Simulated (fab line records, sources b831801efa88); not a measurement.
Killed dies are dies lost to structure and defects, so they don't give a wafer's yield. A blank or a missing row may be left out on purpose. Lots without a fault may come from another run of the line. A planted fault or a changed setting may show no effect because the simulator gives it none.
A struck lot beside a sound one | flow sfq_line | 24 steps out of a route of 325
Sound: wafers L651.1, L651.2, L651.4. Struck: wafers L657.1, L657.5, L657.6. The cause comes at the end.
At each step with rows: each side's tool, then ch and its chambers, then its first start. Under that, the readings that differ: sound wafers | struck wafers | difference of the means | sigmas: that difference in standard deviations of wafers without a fault.
alike: readings whose means differ by less than 2 such deviations, and words and numbers that are the same on both sides. not compared: withheld readings, readings that some wafer has no value for, bounds like >300 that may hide the same value, and numbers for which the record gives no deviation and whose values overlap.
The two part at a step that has a row with sigmas, a row that says differs or no value, or rows on one side only. Numbers that don't overlap but have no deviation are shown without sigmas and don't part them. A reading that every wafer of one side lacks parts them only if that side has two wafers or more.

first, 2 steps without rows for these wafers: SFQ_TRILAYER_I1_VIA_STRIP_SOLV_CLEAN_054 (cleans in NMP, time 600 s); SFQ_TRILAYER_M2_DEP_PRE_CLEAN_056 (time 22.5 s).
SFQ_TRILAYER_M2_DEP_SPUTTER_055: material Nb, target thk 200 nm, time 133.3 s.
  sound on pvd_sputter-03, day 14 21:51; struck on pvd_sputter-05, day 16 18:21
  alike: throttle_valve_pct
SFQ_M2_RS_MEAS_914: measures by four-point-probe.
  sound on film_metro-03, day 14 21:56; struck on film_metro-03, day 16 18:26
  alike: M2_NB_RS
then, 6 steps without rows for these wafers: SFQ_TRILAYER_M2_LITHO_COAT_062 (resist thk 62 nm); SFQ_TRILAYER_M2_LITHO_COAT_057 (resist thk 600 nm); SFQ_TRILAYER_M2_LITHO_SOFTBAKE_061; SFQ_TRILAYER_M2_LITHO_EXPOSE_058 (exposes mask M2, target cd 500 nm); SFQ_TRILAYER_M2_LITHO_PEB_060 (peb time 60 s); SFQ_TRILAYER_M2_LITHO_DEVELOP_059 (time 60 s).
-- the record jumps here: 4 days lie between the struck wafers' starts before and after --
SFQ_M2_OVL_MEAS_916:
  sound on overlay-02, day 18 23:19; struck on overlay-01, day 21 06:13
  alike: M2_OVL
SFQ_TRILAYER_M2_BARC_OPEN_METAL_ETCH_077: etches BARC in O2, target depth 125 nm, time 41.7 s.
  sound on rie_metal-02 ch 0,1, day 18 23:21; struck on rie_metal-02 ch 0,1, day 21 06:15
  no value came back on the struck wafers for bias_w (W), chamber_pressure_mTorr (mTorr), drypump_motor_current_A (A), oes_product_au (a.u.); on the sound wafers bias_w (W) reads 80.41 79.89 79.89
  reading                                             | sound             | struck            | difference | sigmas
  model.KrF_of_TRILAYER_M2_LITHO_COAT_057.thk_nm (nm) | 523.6 527.5 524.7 | 574.5 574.9 574.7 | +49.4      |
  not compared: rf_hours_counter_h
SFQ_TRILAYER_M2_ETCH_METAL_ETCH_060: etches Nb in Cl2/Ar, stops on SiO2, target depth 240 nm, time 120 s.
  sound on rie_metal-02 ch 0,1, day 18 23:25; struck on rie_metal-02 ch 0,1, day 21 06:19
  reading                                             | sound             | struck            | difference | sigmas
  oes_product_au (a.u.)                               | 0.889 0.900 0.899 | 0.385 0.377 0.379 | -0.516     | -77
  model.KrF_of_TRILAYER_M2_LITHO_COAT_057.thk_nm (nm) | 380.1 385.5 381.8 | 433.6 431.7 433.7 | +50.5      |
  alike: bias_w, chamber_pressure_mTorr, drypump_motor_current_A
  not compared: rf_hours_counter_h
SFQ_TRILAYER_M2_STRIP_STRIP_061: strips in O2.
  sound on rie_metal-02 ch 0,1, day 18 23:32; struck on rie_metal-02 ch 0,1, day 21 06:26
  alike: drypump_motor_current_A, oes_product_au
  not compared: rf_hours_counter_h
then, 1 step without rows for these wafers: SFQ_TRILAYER_M2_STRIP_SOLV_CLEAN_062 (cleans in NMP, time 600 s).
SFQ_TRILAYER_I2_DEP_PECVD_063: deposits SiO2 from SiH4/N2O, time 111.11 s, target thk 500 nm.
  sound on pecvd-03 ch 0,1, day 19 00:19; struck on pecvd-03 ch 0,1,2, day 21 07:13
  alike: heater_power_outer_w, heater_power_w, susceptor_temp_C, throttle_valve_pct
  not compared: since_wet_clean_h
SFQ_TRILAYER_I2_CMP_CMP_064: polishes SiO2.
  sound on cmp-02 ch 1,2,3, day 19 04:01; struck on cmp-02 ch 1,2,3, day 21 16:19
  alike: motor_current_A, time_to_endpoint_s
SFQ_I2_BOW_MEAS_917:
  sound on film_metro-01, day 19 07:01; struck on film_metro-04, day 21 18:19
  alike: I2_BOW
SFQ_TRILAYER_I2_METRO_MEASURE_065:
  sound on film_metro-01, day 19 07:08; struck on film_metro-04, day 21 18:26
  alike: thk_nm
then, 3 steps without rows for these wafers: SFQ_TRILAYER_I2_VIA_LITHO_COAT_072 (resist thk 62 nm); SFQ_TRILAYER_I2_VIA_LITHO_COAT_067 (resist thk 650 nm); SFQ_TRILAYER_I2_VIA_LITHO_SOFTBAKE_071.
-- the record jumps here: 3 days lie between the struck wafers' starts before and after --
SFQ_TRILAYER_I2_VIA_LITHO_EXPOSE_068: exposes mask I2, target cd 500 nm.
  sound on krf_scanner-01 ch 0, day 21 17:44; struck on krf_scanner-01, day 24 09:06
  no value came back on the struck wafers for exposure_dose_mJ_cm2, focus_offset_nm (nm); on the sound wafers exposure_dose_mJ_cm2 reads 21.280 21.283 21.289
  alike: mask
then, 1 step without rows for these wafers: SFQ_TRILAYER_I2_VIA_LITHO_PEB_070 (peb time 60 s).

WHERE THEY PART
First at SFQ_TRILAYER_M2_BARC_OPEN_METAL_ETCH_077; last, within this record, at SFQ_TRILAYER_I2_VIA_LITHO_EXPOSE_068.

WHY: what the simulator had put in
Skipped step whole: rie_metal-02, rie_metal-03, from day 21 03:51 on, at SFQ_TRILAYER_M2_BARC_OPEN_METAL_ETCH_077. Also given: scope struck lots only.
